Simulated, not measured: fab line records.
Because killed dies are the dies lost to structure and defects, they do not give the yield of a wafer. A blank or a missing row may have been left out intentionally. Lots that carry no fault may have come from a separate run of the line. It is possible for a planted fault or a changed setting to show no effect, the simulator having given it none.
Problem report in the 8D (eight disciplines) form, filled by code	flow sky130	the parts of the form that need people (team, actions taken, sign-off) are left out

1. WHAT WENT WRONG
Wafers with no fault read 2.9 with a standard deviation of 1.8, whereas killed_at_M4_up at SKY_PAD_OPEN_PROBE_99 reads a mean of 17.0 on 1 wafer of 1 lot. That is +7.8 standard deviations from the usual mean.
Earliest sighting: wafer L276.3 on prober-01 at day 48 17:44. The record holds 15 wafers of 5 lots with a number at this step. The rule behind "out" and "out of limits": a value lying over 4 standard deviations away from the usual mean. The other wafers with a number count as sound.

2. WHAT THIS IS AND IS NOT
question	is	is not
which readings at this step	killed_at_M4_up	defect limited yield, killed_at_M0_to_M3, killed at contacts, killed at other, killed dies, killed open, killed short, sort_bin_3_pad_short, sort_bin_5_function, sort_bin_6_memory, sort n pass, sort yield pct
which lots	L276	L269, L270, L272, L283
which wafers of those lots	L276.3	L276.4, L276.5
read on which tools	prober-01	prober-02
when	from day 48 17:44	up to then (9 sound wafers); but 5 sound wafers of L276, L283 came after

3. SUSPECTS, AND WHAT RULES EACH OUT
Counting: if a tool at a process step up to the reading ran every lot that is out, it stays a suspect. Sound lots after the first of them don't rule it out here, since some wafers of a struck lot are sound.
- rie diel-03 at SKY_VIA4_ETCH_12 (etches SiO2 in C4F8/O2/Ar, stops on TiN, target depth 580 nm): kept. It processed L276, the lot that is out, at day 46 02:19, and its most recent sound lot before then was L269 at day 44 10:43.
- pvd sputter-04 at SKY_METAL5_SPUTTER_03 (material Ti, target thk 5 nm, time 3.3 s): kept. It ran the lot that is out, L276 (day 46 03:47).
- pvd sputter-04 at SKY_METAL5_SPUTTER_04 (material TiN, target thk 70 nm, time 58.3 s): kept. It ran the lot that is out, L276 (day 46 03:48).
- rie metal-04 at SKY_METAL5_DESCUM_14 (chemistry O2, time 11 s): kept. It ran the lot that is out, L276 (day 46 23:13).
- rie metal-04 at SKY_METAL5_METAL_ETCH_15 (etches the open film in Cl2/BCl3, stops on SiO2, target depth 1260 nm, time 252 s): kept. It ran the lot that is out, L276 (day 46 23:25).
- plasma asher-03 at SKY_METAL5_STRIP_16 (strips in O2/N2): kept. It ran the lot that is out, L276 (day 46 23:46).
- prober-01 at SKY_PAD_OPEN_PROBE_99: kept. It processed L276, the lot that is out, at day 48 17:44, and its most recent sound lot before then was L270 at day 47 06:33. Out on those wafers are its own readings of killed_at_M4_up.
- At SKY_VIA4_ETCH_12, inside rie diel-03: chamber 0 took the wafers that are out, while their sound lot-mates went through chambers 2, 3.
- Within plasma asher-03 at SKY_METAL5_STRIP_16, the wafers that are out were processed in chamber 1 and their sound lot-mates in chamber 0.
Left after counting: rie diel-03 at SKY_VIA4_ETCH_12, pvd sputter-04 at SKY_METAL5_SPUTTER_03, pvd sputter-04 at SKY_METAL5_SPUTTER_04, rie metal-04 at SKY_METAL5_DESCUM_14, rie metal-04 at SKY_METAL5_METAL_ETCH_15, plasma asher-03 at SKY_METAL5_STRIP_16, prober-01 at SKY_PAD_OPEN_PROBE_99.

4. THE CAUSE (what the simulator had put in)
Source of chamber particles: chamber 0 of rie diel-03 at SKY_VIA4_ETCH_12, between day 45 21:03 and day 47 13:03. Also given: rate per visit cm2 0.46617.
Counting left 7 suspects, and this tool is among them.

5. THE EFFECT CHAIN, in route order
One row per reading whose mean, taken over the struck wafers that have a number, lies over 3 standard deviations from the usual. Scope: only readings with a usual standard deviation given in the record; hours: median across lots of the time from each lot's start at the first step in this table that gives one to its start at this step; sigmas: change in usual standard deviations.
hours	step	reading	usual	on struck wafers	change	sigmas
0	SKY_PAD_OPEN_PROBE_99	killed_at_M4_up	2.9	17.0	+14.1	+7.8
It contains these process steps:
- SKY_PAD_OPEN_PROBE_99

6. HOW IT WOULD HAVE BEEN CAUGHT EARLIER
In this record the first reading out of limits was taken at day 48 17:44, 69 hours after the fault began at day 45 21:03.
Tool readings at SKY_VIA4_ETCH_12 with a usual standard deviation given in the record: none out on any struck wafer, hence no alarm at a limit of 4 standard deviations on them.
By day 48 17:44 the whole set of lots that are out, 1 in number, had already begun SKY_VIA4_ETCH_12 on rie diel-03. A hold on the tool at that time would have spared none of them.
